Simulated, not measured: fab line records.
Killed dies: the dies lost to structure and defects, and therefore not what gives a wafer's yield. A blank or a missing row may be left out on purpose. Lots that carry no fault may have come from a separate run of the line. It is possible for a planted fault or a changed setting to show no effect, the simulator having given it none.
Commonality check across tools	flow gf180mcu	14 lots and 42 wafers in the sample

WHAT PROMPTED THE OPENING
Of 14 lots, 2 have the reading NSD_TW flagged at GF_NSD_TW_MEAS_12. No-fault wafers: 4207, standard deviation 20.
Rule: a lot is flagged in two cases, either no wafer of it has a number, or all its wafers with numbers fall more than 4 standard deviations from that mean. The other lots count as sound.

lot	measured	on	NSD_TW, wafer by wafer	flag
L310	day 13 23:35	film_metro-01	4195 4212 4202	
L311	day 14 12:26	film_metro-02	4224 4232 4236	
L312	day 14 18:32	film_metro-04	4224 4192 4200	
L313	day 15 03:06	film_metro-01	4214 4213 4190	
L314	day 15 05:35	film_metro-02	4202 4204 4227	
L316	day 15 22:04	film_metro-04	4193 4196 4200	
L319	day 17 01:53	film_metro-02	4174 4166 4194	
L320	day 17 07:29	film_metro-02	4204 4201 4205	
L321	day 17 19:51	film_metro-04	4172 4193 4215	
L322	day 18 02:15	film_metro-04	4201 4216 4209	
L324	day 18 20:47	film_metro-04	4222 4216 4221	
L326	day 19 13:44	film_metro-02	30 30 30	FLAGGED
L327	day 19 20:05	film_metro-02	30 30 30	FLAGGED
L331	day 21 07:14	film_metro-04	4185 4199 4183	
On average the flagged lots read 30, which is -4177 against the usual, or -99 or more standard deviations.

EACH LOT AND THE TOOL IT RAN ON
Before the reading, the record contains 2 process steps out of a 602-step route. Cell contents, in order: the tool; ch with the chambers the sampled wafers went through; the start.
lot	flag	GF_MVPSD_STRIP_10	GF_NSD_DEVELOP_06
L310		plasma_asher-01 ch 0,1, day 5 14:10	litho_track-04 ch 0, day 13 22:53
L311		plasma_asher-01 ch 1, day 5 19:46	litho_track-01 ch 0, day 14 11:45
L312		plasma_asher-01 ch 0,1, day 6 02:07	litho_track-04 ch 0, day 14 17:50
L313		plasma_asher-03 ch 0,1, day 6 08:40	litho_track-03 ch 0, day 15 02:26
L314		plasma_asher-04 ch 0,1, day 6 12:10	litho_track-03 ch 0, day 15 04:53
L316		plasma_asher-04 ch 0,1, day 7 00:13	litho_track-04 ch 0, day 15 21:21
L319		plasma_asher-03 ch 0,1, day 7 18:13	litho_track-03 ch 0, day 17 01:12
L320		plasma_asher-03 ch 0,1, day 7 22:01	litho_track-01 ch 0, day 17 06:47
L321		plasma_asher-04 ch 0,1, day 8 07:16	litho_track-01 ch 0, day 17 19:10
L322		plasma_asher-04 ch 0,1, day 8 12:46	litho_track-03 ch 0, day 18 01:28
L324		plasma_asher-01 ch 0,1, day 9 02:01	litho_track-04 ch 0, day 18 20:06
L326	FLAGGED	plasma_asher-01 ch 0,1, day 9 10:58	litho_track-03 ch 0, day 19 13:01
L327	FLAGGED	plasma_asher-04 ch 0,1, day 9 16:52	litho_track-03 ch 0, day 19 19:22
L331		plasma_asher-04 ch 0,1, day 10 17:01	litho_track-04 ch 0, day 21 06:32
What the steps here do:
- GF_MVPSD_STRIP_10: strips in O2/N2.
- GF_NSD_DEVELOP_06: develop time 60 s.
- GF_NSD_TW_MEAS_12

FLAGGED AGAINST TOTAL, ONE TOOL AT A TIME (gauges that did the reading follow at the end)
step	tool	lots run	flagged	share of the flagged lots	sound lots run after its first flagged lot
GF_MVPSD_STRIP_10	plasma_asher-01	5	1	some	0
GF_MVPSD_STRIP_10	plasma_asher-03	3	0	none	-
GF_MVPSD_STRIP_10	plasma_asher-04	6	1	some	1 (L331)
GF_NSD_DEVELOP_06	litho_track-01	3	0	none	-
GF_NSD_DEVELOP_06	litho_track-03	6	2	all	0
GF_NSD_DEVELOP_06	litho_track-04	5	0	none	-
GF_NSD_TW_MEAS_12	film_metro-01	2	0	none	-
GF_NSD_TW_MEAS_12	film_metro-02	6	2	all	0
GF_NSD_TW_MEAS_12	film_metro-04	6	0	none	-

WHAT IS ALLOWED BY THE TABLE
Rows of the table that ran all the flagged lots, 2 in number: litho_track-03 at GF_NSD_DEVELOP_06; film_metro-02 at GF_NSD_TW_MEAS_12.
- litho_track-03 at GF_NSD_DEVELOP_06: 2 of its 6 lots flagged. It ran its last sound lot, L322, at day 18 01:28 and its first flagged lot, L326, at day 19 13:01: a fault with its onset between the two fits.
- film_metro-02 at GF_NSD_TW_MEAS_12: 2 of its 6 lots flagged. It ran its last sound lot, L320, at day 17 07:29 and its first flagged lot, L326, at day 19 13:44: a fault with its onset between the two fits.
These 2 tools cannot be told apart by counting lots, since each of them fits a fault that started at some hour. More lots, or a look at what each step does to the wafer, might.

WHAT THE SIMULATOR PUT IN
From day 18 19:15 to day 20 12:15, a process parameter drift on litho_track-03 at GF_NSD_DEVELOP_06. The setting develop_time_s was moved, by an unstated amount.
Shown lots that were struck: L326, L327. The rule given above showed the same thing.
